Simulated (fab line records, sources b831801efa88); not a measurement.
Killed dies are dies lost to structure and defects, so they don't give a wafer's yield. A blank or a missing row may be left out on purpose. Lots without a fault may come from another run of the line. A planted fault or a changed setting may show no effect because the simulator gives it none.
Which tool did it? | flow sky130 | 13 lots, 39 wafers sampled, at 3 steps of a route of 708

WHAT THE GAUGES READ, wafer by wafer
SKY_CAPM_THK_MEAS_04: measures by xrf. Usual: CAPM_TIN_THK 202.1 nm, standard deviation 2.
lot  | measured     | on            | CAPM_TIN_THK (nm) | flag
L752 | day 38 05:19 | film_metro-04 | 202.1 207.2 202.3 |
L753 | day 38 03:22 | film_metro-03 | 204.9 199.0 199.3 |
L754 | day 38 15:04 | film_metro-04 | 200.6 200.9 199.7 |
L755 | day 38 19:37 | film_metro-03 | 203.9 200.9 203.3 |
L756 | day 38 23:05 | film_metro-04 | 203.1 204.6 205.2 |
L757 | day 39 07:34 | film_metro-04 | 203.7 199.9 201.9 |
L766 | day 41 17:39 | film_metro-03 | 202.8 200.9 199.5 |
L767 | day 41 21:36 | film_metro-03 | 198.5 200.0 201.3 |
L769 | day 42 23:09 | film_metro-03 | 200.2 200.9 200.4 |
L770 | day 43 03:40 | film_metro-02 | 202.2 203.8 203.4 |
L771 | day 43 13:11 | film_metro-04 | 201.8 202.4 203.9 |

WHICH TOOL RAN EACH LOT (tool, then ch and the chambers of the sampled wafers, then the start)
lot  | SKY_FIELD_ISO_WET_ETCH_21      | SKY_CAPM_CVD_00
L752 | wet_bench-02 ch 0, day 3 03:06 | pecvd-03 ch 0,2, day 38 04:59
L753 | wet_bench-03 ch 0, day 3 09:43 | pecvd-03 ch 0,1,2, day 38 03:03
L754 | wet_bench-01 ch 1, day 3 13:18 | pecvd-02 ch 0,1,2, day 38 14:44
L755 | wet_bench-02 ch 1, day 3 19:38 | pecvd-03 ch 0,1,2, day 38 19:19
L756 | wet_bench-03 ch 3, day 3 22:29 | pecvd-02 ch 0,2, day 38 22:46
L757 | wet_bench-02 ch 3, day 4 03:52 | pecvd-02 ch 0,2, day 39 07:15
L761 | wet_bench-02 ch 0, day 5 00:13 | -
L762 | wet_bench-03 ch 2, day 5 06:48 | -
L766 | wet_bench-01 ch 0, day 6 03:22 | pecvd-03 ch 1,2, day 41 17:20
L767 | wet_bench-02 ch 1, day 6 08:17 | pecvd-04 ch 0,1,2, day 41 21:17
L769 | wet_bench-02 ch 2, day 6 19:16 | pecvd-03 ch 1,2, day 42 22:50
L770 | wet_bench-03 ch 0, day 7 01:42 | pecvd-02 ch 0,1, day 43 03:22
L771 | wet_bench-02 ch 1, day 7 04:43 | pecvd-04 ch 1,2, day 43 12:51
- SKY_FIELD_ISO_WET_ETCH_21: etches SiO2 in dHF, target depth 20 nm, time 400 s.
- SKY_CAPM_CVD_00: deposits SiO2, target thk 15.5 nm.

WHAT THE TOOLS THEMSELVES READ (means of the sampled wafers that have a number; where no wafer has one, the mark that the record gives instead)
SKY_FIELD_ISO_WET_ETCH_21. Usual: bath_heat_duty_pct 6.3 %, standard deviation 0.79; run_length_s 429 s, standard deviation 4.1.
lot  | tool         | bath_heat_duty_pct (%) | run_length_s (s) | flag
L752 | wet_bench-02 | 6.0                    | 425              |
L753 | wet_bench-03 | 6.1                    | 433              |
L754 | wet_bench-01 | 7.2                    | 426              |
L755 | wet_bench-02 | 6.2                    | 426              |
L756 | wet_bench-03 | 7.0                    | 436              |
L757 | wet_bench-02 | 6.2                    | 426              |
L761 | wet_bench-02 | -                      | -                | OFF
L762 | wet_bench-03 | -                      | -                | OFF
L766 | wet_bench-01 | 5.9                    | 433              |
L767 | wet_bench-02 | 6.3                    | 434              |
L769 | wet_bench-02 | 6.1                    | 433              |
L770 | wet_bench-03 | 5.8                    | 424              |
L771 | wet_bench-02 | 6.2                    | 435              |

SKY_CAPM_CVD_00. Usual: heater_power_w 700 W, standard deviation 78.
lot  | tool     | heater_power_w (W) | flag
L752 | pecvd-03 | 775                |
L753 | pecvd-03 | 705                |
L754 | pecvd-02 | 728                |
L755 | pecvd-03 | 716                |
L756 | pecvd-02 | 664                |
L757 | pecvd-02 | 673                |
L766 | pecvd-03 | 684                |
L767 | pecvd-04 | 658                |
L769 | pecvd-03 | 736                |
L770 | pecvd-02 | 726                |
L771 | pecvd-04 | 587                |

THE ANSWER, worked out from the rows above alone
Rule: a lot is off if the mean of its wafers that have a number lies more than 3 standard deviations from the usual mean. A lot without any number at a reading at which 4 lots or more have one is off too. The other lots that the step has rows for count as sound. The gauges are gone through in route order, then the tools' own readings, and for those a lot's mean is taken as printed above. The first step at which some lot is off is used, and at that step the reading that is off furthest; a lot without a number counts as furthest.
Off: L761, L762, at SKY_FIELD_ISO_WET_ETCH_21 (bath_heat_duty_pct). Without a number there: L761, L762.
A tool fits if, at that step or a process step before it, it ran every lot that is off, and no sound lot after the first of them. None of those tried fits.

WHAT THE SIMULATOR HAD PUT IN
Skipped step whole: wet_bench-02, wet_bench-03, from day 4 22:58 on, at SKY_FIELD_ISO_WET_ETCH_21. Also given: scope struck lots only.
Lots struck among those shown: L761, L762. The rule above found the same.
